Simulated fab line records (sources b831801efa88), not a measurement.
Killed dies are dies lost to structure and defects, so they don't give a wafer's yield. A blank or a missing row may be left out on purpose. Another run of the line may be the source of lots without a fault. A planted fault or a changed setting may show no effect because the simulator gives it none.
Check for tools in common + flow gf180mcu + Sample size 12 lots and 36 wafers

REASON FOR OPENING
3 of 12 lots carry a flag on the reading MVPSD_TW at GF_MVPSD_TW_MEAS_11. Wafers without a fault read 551.2, standard deviation 2.8.
Rule: a lot is flagged in two cases, either no wafer of it has a number, or all its wafers with numbers fall more than 4 standard deviations from that mean. The other lots count as sound.

| lot  | measured     | on            | MVPSD_TW, wafer by wafer | flag    |
|------|--------------|---------------|--------------------------|---------|
| L339 | day 4 23:10  | film metro-04 | 552.2 548.2 552.1        |         |
| L341 | day 5 13:07  | film metro-02 | 556.2 554.8 556.7        |         |
| L342 | day 5 16:43  | film metro-01 | 549.7 550.8 548.1        |         |
| L346 | day 6 18:35  | film metro-01 | 551.8 551.9 551.9        |         |
| L347 | day 7 00:51  | film metro-02 | 551.5 550.1 556.9        |         |
| L354 | day 8 16:34  | film metro-02 | 554.1 552.8 553.3        |         |
| L357 | day 9 12:37  | film metro-04 | 565.5 564.2 566.1        | FLAGGED |
| L358 | day 9 17:28  | film metro-04 | 568.4 563.7 564.7        | FLAGGED |
| L359 | day 9 23:55  | film metro-04 | 564.6 567.4 565.6        | FLAGGED |
| L360 | day 10 04:50 | film metro-04 | 547.4 548.1 552.5        |         |
| L361 | day 10 12:21 | film metro-02 | 555.4 556.3 553.9        |         |
| L362 | day 10 17:28 | film metro-02 | 554.2 551.5 552.5        |         |
The mean of the flagged lots' numbers is 565.6, +14.4 from the usual (+5 standard deviations).

LOT BY LOT: THE TOOL USED
The record holds 1 process step before the reading, out of a route of 602 steps. In each cell: the tool, then ch and the chambers that the sampled wafers went through, then the start.
| lot  | flag    | GF_MVPSD_IMPLANT_09             |
|------|---------|---------------------------------|
| L339 |         | implanter-04 ch 0, day 4 22:55  |
| L341 |         | implanter-02 ch 0, day 5 12:52  |
| L342 |         | implanter-03 ch 0, day 5 16:30  |
| L346 |         | implanter-03 ch 0, day 6 18:20  |
| L347 |         | implanter-03 ch 0, day 7 00:36  |
| L354 |         | implanter-03 ch 0, day 8 16:20  |
| L357 | FLAGGED | implanter-03 ch 0, day 9 12:23  |
| L358 | FLAGGED | implanter-03 ch 0, day 9 17:14  |
| L359 | FLAGGED | implanter-03 ch 0, day 9 23:42  |
| L360 |         | implanter-02 ch 0, day 10 04:36 |
| L361 |         | implanter-04 ch 0, day 10 12:08 |
| L362 |         | implanter-04 ch 0, day 10 17:13 |
What the steps here do:
- GF_MVPSD_IMPLANT_09
- GF_MVPSD_TW_MEAS_11

FLAGGED AGAINST TOTAL, ONE TOOL AT A TIME (gauges that did the reading follow at the end)
| step                | tool          | lots run | flagged | share of the flagged lots | sound lots run after its first flagged lot |
|---------------------|---------------|----------|---------|---------------------------|--------------------------------------------|
| GF_MVPSD_IMPLANT_09 | implanter-02  | 2        | 0       | none                      | -                                          |
| GF_MVPSD_IMPLANT_09 | implanter-03  | 7        | 3       | all                       | 0                                          |
| GF_MVPSD_IMPLANT_09 | implanter-04  | 3        | 0       | none                      | -                                          |
| GF_MVPSD_TW_MEAS_11 | film metro-01 | 2        | 0       | none                      | -                                          |
| GF_MVPSD_TW_MEAS_11 | film metro-02 | 5        | 0       | none                      | -                                          |
| GF_MVPSD_TW_MEAS_11 | film metro-04 | 5        | 3       | all                       | 1 (L360)                                   |

WHAT IS ALLOWED BY THE TABLE
Rows of the table that ran all the flagged lots, 2 in number: implanter-03 at GF_MVPSD_IMPLANT_09; film metro-04 at GF_MVPSD_TW_MEAS_11.
- implanter-03 at GF_MVPSD_IMPLANT_09: 3 of its 7 lots flagged. It ran its last sound lot, L354, at day 8 16:20 and its first flagged lot, L357, at day 9 12:23: a fault with its onset between the two fits. Its own readings lie more than 4 standard deviations out on every wafer of the flagged lots: dose ions cm2, faraday current uA.
- film metro-04 at GF_MVPSD_TW_MEAS_11: 3 of its 5 lots flagged. After the first flagged lot (L360), sound lots still ran on it; a lasting fault on the whole tool would not permit that.
What remains is a single tool, implanter-03 at GF_MVPSD_IMPLANT_09.

WHAT HAD BEEN PUT IN BY THE SIMULATOR
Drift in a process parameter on implanter-03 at GF_MVPSD_IMPLANT_09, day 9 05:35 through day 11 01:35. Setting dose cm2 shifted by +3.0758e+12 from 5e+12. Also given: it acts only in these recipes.
Shown lots that were struck: L357, L358, L359. The rule above found the same.
